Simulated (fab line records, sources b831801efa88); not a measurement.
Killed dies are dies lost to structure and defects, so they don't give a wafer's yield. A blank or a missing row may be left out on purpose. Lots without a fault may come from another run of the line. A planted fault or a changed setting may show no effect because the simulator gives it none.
Problem report in the 8D (eight disciplines) form, filled by code | flow gf180mcu | the parts of the form that need people (team, actions taken, sign-off) are left out

1. THE PROBLEM
NWELL_RS at GF_VT_IMPLANT_RS_MEAS_47 reads a mean of 479.2 ohm/sq on 6 wafers of 2 lots; wafers without a fault read 487.7 ohm/sq with a standard deviation of 1.3. That is -6.6 standard deviations from the usual mean.
The step: measures by four-point-probe.
First seen on wafer L512.1, day 13 00:57, on film_metro-01. The record holds 42 wafers of 14 lots with a number at this step. Rule for "out", or "out of limits": more than 4 standard deviations from the usual mean. The other wafers with a number count as sound.

2. WHAT IT IS AND WHAT IT IS NOT
question                    | is                     | is not
which readings at this step | NWELL_RS               | -
which lots                  | L512, L514             | L494, L495, L496, L497, L498, L502, L503, L504, L505, L506, L508, L516
which wafers of those lots  | all that have a number | -
read on which gauges        | film_metro-01          | film_metro-03
when                        | from day 13 00:57      | up to then (33 sound wafers); but 3 sound wafers of L516 came after

3. SUSPECTS, AND WHAT RULES EACH OUT
Counting: a tool at a process step up to the reading stays a suspect if it ran every lot that is out and no sound lot after the first of them.
- the gauge at GF_VT_IMPLANT_RS_MEAS_47: ruled out. All the wafers that are out were read on film_metro-01, but those of them that GF_NWELL_IMPLANT_08 has rows for are out there too, on other tools.
- implanter-02 at GF_NWELL_IMPLANT_08: kept. It ran every lot that is out, first L512 (day 7 16:28), and no sound lot after that; its last sound lot up to then is L508 (day 6 19:08). Its own readings are out on those wafers: beam_energy_keV.
Left after counting: implanter-02 at GF_NWELL_IMPLANT_08.

4. THE CAUSE (what the simulator had put in)
Process parameter drift: implanter-02, from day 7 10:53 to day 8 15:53, at GF_NWELL_IMPLANT_08. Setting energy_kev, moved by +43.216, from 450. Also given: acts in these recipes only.
Counting left only this tool.

5. THE CHAIN OF EFFECTS, in route order
Each row: a reading whose mean over the struck wafers that have a number lies more than 3 standard deviations from the usual. Only readings for which the record gives a usual standard deviation are gone through. hours: the time from each lot's start at the first step in this table that gives one to its start at this step, as a median over the lots. sigmas: the change in usual standard deviations.
hours | step                     | reading         | usual        | on struck wafers | change | sigmas
0     | GF_NWELL_IMPLANT_08      | beam_energy_keV | 450.01       | 493.11           | +43.10 | +99 or more
129   | GF_VT_IMPLANT_RS_MEAS_47 | NWELL_RS        | 487.7 ohm/sq | 479.2            | -8.5   | -6.6
The process steps in it:
- GF_NWELL_IMPLANT_08

6. WHAT WOULD HAVE CAUGHT IT SOONER
In this record the first reading out of limits at a measuring or inspecting step was taken at day 13 00:57, 134 hours after the fault began at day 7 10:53.
The tool's own readings at GF_NWELL_IMPLANT_08 were out on every struck wafer that the step has a row for (beam_energy_keV): an alarm limit on them would have fired on the first of those.
All the lots that are out (2) had begun GF_NWELL_IMPLANT_08 on implanter-02 by day 13 00:57. A hold on the tool at that time would have spared none of them.
